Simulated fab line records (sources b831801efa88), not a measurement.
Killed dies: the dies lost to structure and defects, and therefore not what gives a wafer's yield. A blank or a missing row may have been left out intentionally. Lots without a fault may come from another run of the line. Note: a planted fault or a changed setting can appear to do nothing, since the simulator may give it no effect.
Matching of chambers | flow gf180mcu | GF_V3_CMP_26 on cmp-02 has 4 sister chambers
The step polishes, stops on SiO2, t overpolish 15 s, target thk 0 nm. 7 wafers are shown with their chamber, then 7 later ones without.

## WAFERS, EACH WITH ITS CHAMBER
wafer  | chamber | time_to_endpoint_s (s) | motor_current_A (A)
L255.1 | 2       | 77                     | 10.3
L264.3 | 1       | 86                     | 12.2
L273.2 | 0       | 82                     | 11.3
L273.3 | 3       | 84                     | 10.9
L273.6 | 0       | 83                     | 11.6
L275.2 | 3       | 86                     | 10.6
L275.3 | 1       | 82                     | 11.5

## WAFERS MISSING THEIR CHAMBER
wafer  | time_to_endpoint_s (s) | motor_current_A (A)
L275.4 | 87                     | 11.1
L276.1 | 84                     | 12.4
L276.2 | 84                     | 9.7
L276.3 | 81                     | 12.0
L277.1 | 85                     | 11.3
L277.4 | 88                     | 10.1
L277.6 | 86                     | 10.1

## CHAMBER TAKEN BY EACH
wafer  | from the rows above          | in truth
L275.4 | can't be placed: 3 or 0 or 1 | 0
L276.1 | can't be placed: 1 or 0      | 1
L276.2 | can't be placed: 3 or 2      | 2
L276.3 | can't be placed: 1 or 0      | 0
L277.1 | can't be placed: 0 or 3 or 1 | 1
L277.4 | 3                            | 3
L277.6 | 3                            | 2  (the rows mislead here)
Correct placement for 1 of the 7. Unplaceable from these rows: 5, with the true chamber sitting among the candidates in 5. 1 placed wrongly.
How it was worked out, from the rows above alone: a wafer's distance from a chamber is the root of the sum, over the readings, of the square of ((its reading less the chamber's mean) divided by the reading's scatter). If the next closest chamber is less than 2 further off than the closest, the wafer can't be placed; otherwise it belongs to the closest. For every chamber, the mean is computed from those of its wafers that are shown. How the scatter is found: for the shown wafers, subtract from each reading the mean of its chamber, square and add these, divide the total by (wafers less chambers), then take the root.
